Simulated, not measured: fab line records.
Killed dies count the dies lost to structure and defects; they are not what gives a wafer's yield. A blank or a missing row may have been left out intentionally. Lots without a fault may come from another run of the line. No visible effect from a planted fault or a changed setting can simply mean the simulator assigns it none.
8D (eight disciplines) problem report, filled in by code    flow sky130    the parts of the form that need people (team, actions taken, sign-off) are left out

1. THE ISSUE
Across 6 wafers from 2 lots, LI_CONTACT_HDPCVD_THK at SKY_LI_CONTACT_THK_MEAS_01 averages 1118 nm, while fault-free wafers read 923 nm with a standard deviation of 12. Measured from the usual mean, that is +16 standard deviations.
First seen on wafer L614.1, day 32 00:43, on film metro-04. Wafers with a number at this step in the record: 33, from 11 lots. Rule for "out", or "out of limits": more than 4 standard deviations from the usual mean. The other wafers with a number count as sound.

2. WHAT IT IS, WHAT IT ISN'T
question                     is                      is not
which readings at this step  LI_CONTACT_HDPCVD_THK   -
which lots                   L613, L614              L601, L602, L603, L605, L606, L607, L618, L619, L621
which wafers of those lots   all that have a number  -
read on which gauges         film metro-04           film metro-02, film metro-03
when                         from day 32 00:43       up to then (18 sound wafers); but 9 sound wafers of L618, L619, L621 came after

3. SUSPECTS, AND WHAT RULES EACH OUT
Counting: any tool at a process step up to the reading is kept as a suspect provided that every lot that is out went through it and no sound lot did after the first of them.
- the gauge at SKY_LI_CONTACT_THK_MEAS_01: ruled out. All the wafers that are out were read on film metro-04, but those of them that SKY_LI_CONTACT_HDPCVD_00 has rows for are out there too, on other tools.
- hdpcvd-01 at SKY_LI_CONTACT_HDPCVD_00 (deposits PSG, target thk 930 nm, time 155 s): kept. Every lot that is out went through it, starting with L614 (day 32 00:36), and after that it ran no sound lot; the last sound lot it ran before then is L606 (day 29 16:39). Its own readings are out on those wafers: sih4 flow sccm.
Left after counting: hdpcvd-01 at SKY_LI_CONTACT_HDPCVD_00.

4. THE CAUSE (what the simulator had put in)
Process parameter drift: hdpcvd-01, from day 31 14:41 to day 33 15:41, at SKY_LI_CONTACT_HDPCVD_00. The setting sih4 flow sccm was moved by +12, starting from 60. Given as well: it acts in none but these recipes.
Counting left only this tool.

5. THE CHAIN OF EFFECTS, in route order
Each row: a reading where the mean over the struck wafers with a number is more than 3 standard deviations away from the usual. Readings are gone through only where the record gives a usual standard deviation; hours: the median, over the lots, of the time from a lot's start at the first step in this table giving one to that lot's start at this step; sigmas: the change measured in usual standard deviations.
hours  step                        reading                usual       on struck wafers  change  sigmas
0      SKY_LI_CONTACT_HDPCVD_00    sih4 flow sccm         60.00 sccm  71.92             +11.92  +60
0      SKY_LI_CONTACT_THK_MEAS_01  LI_CONTACT_HDPCVD_THK  923 nm      1118              +195    +16
0      SKY_LI_CONTACT_CMP_02       time to endpoint s     32.5 s      51.8              +19.3   +6.4
Its process steps:
- SKY_LI_CONTACT_HDPCVD_00: deposits PSG, target thk 930 nm, time 155 s.
- SKY_LI_CONTACT_CMP_02: polishes PSG.

6. WHAT WOULD HAVE CAUGHT IT SOONER
The first out-of-limits reading at a measuring or inspecting step in this record came at day 32 00:43, 10 hours after the fault's start at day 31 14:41.
At SKY_LI_CONTACT_HDPCVD_00, the tool's own readings (sih4 flow sccm) were out on each struck wafer the step has a row for, so an alarm limit on them would have fired on the first such wafer.
Lots out: 2; of these, L613 started SKY_LI_CONTACT_HDPCVD_00 on hdpcvd-01 after day 32 00:43. It would have been spared by a hold on the tool at that moment.
